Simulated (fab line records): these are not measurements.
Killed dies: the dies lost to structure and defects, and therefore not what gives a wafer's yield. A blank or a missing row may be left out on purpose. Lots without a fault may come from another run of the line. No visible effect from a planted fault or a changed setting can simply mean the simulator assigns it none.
Check of tool commonality + flow sky130 + Lots sampled 11, wafers sampled 36

## WHY IT WAS OPENED
1 of 11 lots carry a flag on the reading POLY_GATE_CVD_00_THK at SKY_POLY_GATE_THK_MEAS_01. No-fault wafers: 180.1 nm, standard deviation 1.5.
Rule: a lot gets a flag if all its wafers with a number sit over 4 standard deviations from that mean, or if no wafer of it has a number. All remaining lots are regarded as sound.

| lot  | measured     | on            | POLY_GATE_CVD_00_THK (nm), wafer by wafer | flag    |
|------|--------------|---------------|-------------------------------------------|---------|
| L213 | day 14 02:31 | film_metro-04 | 179.2 179.4 179.8                         |         |
| L214 | day 14 07:22 | film_metro-04 | 180.8 180.7 180.5                         |         |
| L215 | day 14 12:56 | film_metro-04 | 180.3 179.7 180.1                         |         |
| L216 | day 14 20:43 | film_metro-03 | 180.0 180.5 179.9                         |         |
| L217 | day 15 08:54 | film_metro-02 | 181.2 183.8 182.7                         |         |
| L219 | day 15 21:36 | film_metro-04 | 183.1 181.0 180.8                         |         |
| L220 | day 16 09:11 | film_metro-04 | 180.3 180.4 179.9                         |         |
| L221 | day 16 19:03 | film_metro-04 | 180.8 179.1 180.3                         |         |
| L223 | day 17 08:43 | film_metro-03 | 179.1 179.1 179.4                         |         |
| L228 | day 19 08:10 | film_metro-04 | 115.0 104.0 104.9 115.0 103.9 104.8       | FLAGGED |
| L230 | day 20 00:26 | film_metro-02 | 179.9 179.1 180.4                         |         |
The mean of the flagged lots' numbers is 107.9 nm, -72.2 nm from the usual (-48 standard deviations).

## WHICH TOOL RAN EACH LOT
Before the reading, the record contains 2 process steps out of a 708-step route. In each cell: the tool, then ch and the chambers that the sampled wafers went through, then the start.
| lot  | flag    | SKY_VT_ADJUST_HVTR_STRIP_10          | SKY_POLY_GATE_CVD_00        |
|------|---------|--------------------------------------|-----------------------------|
| L213 |         | plasma_asher-03 ch 0,1, day 9 15:29  | lpcvd-01 ch 1, day 14 01:18 |
| L214 |         | plasma_asher-03 ch 0,1, day 9 20:05  | lpcvd-01 ch 0, day 14 06:10 |
| L215 |         | plasma_asher-03 ch 0,1, day 10 01:06 | lpcvd-01 ch 1, day 14 11:44 |
| L216 |         | plasma_asher-03 ch 0,1, day 10 06:35 | lpcvd-01 ch 1, day 14 19:31 |
| L217 |         | plasma_asher-01 ch 0,1, day 10 16:30 | lpcvd-01 ch 0, day 15 07:42 |
| L219 |         | plasma_asher-03 ch 0,1, day 11 05:26 | lpcvd-01 ch 0, day 15 20:24 |
| L220 |         | plasma_asher-02 ch 0,1, day 11 14:11 | lpcvd-01 ch 1, day 16 07:58 |
| L221 |         | plasma_asher-03 ch 0,1, day 11 21:38 | lpcvd-01 ch 0, day 16 17:51 |
| L223 |         | plasma_asher-01 ch 0,1, day 12 10:10 | lpcvd-01 ch 0, day 17 07:30 |
| L228 | FLAGGED | plasma_asher-03 ch 0,1, day 14 03:24 | lpcvd-01 ch 0, day 19 06:58 |
| L230 |         | plasma_asher-02 ch 0,1, day 14 18:06 | lpcvd-01 ch 1, day 19 23:14 |
What the steps here do:
- SKY_VT_ADJUST_HVTR_STRIP_10: strips in O2/N2.
- SKY_POLY_GATE_CVD_00: deposits poly-Si, target thk 180 nm, time 720 s.
- SKY_POLY_GATE_THK_MEAS_01

## FLAGGED AGAINST TOTAL, ONE TOOL AT A TIME (gauges that did the reading follow at the end)
| step                        | tool            | lots run | flagged | share of the flagged lots | sound lots run after its first flagged lot |
|-----------------------------|-----------------|----------|---------|---------------------------|--------------------------------------------|
| SKY_VT_ADJUST_HVTR_STRIP_10 | plasma_asher-01 | 2        | 0       | none                      | -                                          |
| SKY_VT_ADJUST_HVTR_STRIP_10 | plasma_asher-02 | 2        | 0       | none                      | -                                          |
| SKY_VT_ADJUST_HVTR_STRIP_10 | plasma_asher-03 | 7        | 1       | all                       | 0                                          |
| SKY_POLY_GATE_CVD_00        | lpcvd-01        | 11       | 1       | all                       | 1 (L230)                                   |
| SKY_POLY_GATE_THK_MEAS_01   | film_metro-02   | 2        | 0       | none                      | -                                          |
| SKY_POLY_GATE_THK_MEAS_01   | film_metro-03   | 2        | 0       | none                      | -                                          |
| SKY_POLY_GATE_THK_MEAS_01   | film_metro-04   | 7        | 1       | all                       | 0                                          |

## WHAT THE TABLE ALLOWS
plasma_asher-03 at SKY_VT_ADJUST_HVTR_STRIP_10, lpcvd-01 at SKY_POLY_GATE_CVD_00 and film_metro-04 at SKY_POLY_GATE_THK_MEAS_01: these 3 rows of the table ran every flagged lot.
- plasma_asher-03 at SKY_VT_ADJUST_HVTR_STRIP_10 ran 7 lots, 1 of them flagged. It ran its last sound lot, L221, at day 11 21:38 and its first flagged lot, L228, at day 14 03:24: a fault with its onset between the two fits.
- lpcvd-01 at SKY_POLY_GATE_CVD_00 ran 11 lots, 1 of them flagged. After the first flagged lot (L230), sound lots still ran on it; a lasting fault on the whole tool would not permit that. Its own readings (spike_tc_centre_C, spike_tc_top_C, spike_tc_upper_C, zone_power_centre_pct, zone_power_top_pct, zone_power_upper_pct) fall more than 4 standard deviations out on all wafers of the flagged lots.
- film_metro-04 at SKY_POLY_GATE_THK_MEAS_01 ran 7 lots, 1 of them flagged. It ran its last sound lot, L221, at day 16 19:03 and its first flagged lot, L228, at day 19 08:10: a fault with its onset between the two fits.
Counting lots can't tell these 2 tools apart, because each fits a fault that began at some hour. More lots, or a look at what each step does to the wafer, might.

## WHAT THE SIMULATOR HAD PUT IN
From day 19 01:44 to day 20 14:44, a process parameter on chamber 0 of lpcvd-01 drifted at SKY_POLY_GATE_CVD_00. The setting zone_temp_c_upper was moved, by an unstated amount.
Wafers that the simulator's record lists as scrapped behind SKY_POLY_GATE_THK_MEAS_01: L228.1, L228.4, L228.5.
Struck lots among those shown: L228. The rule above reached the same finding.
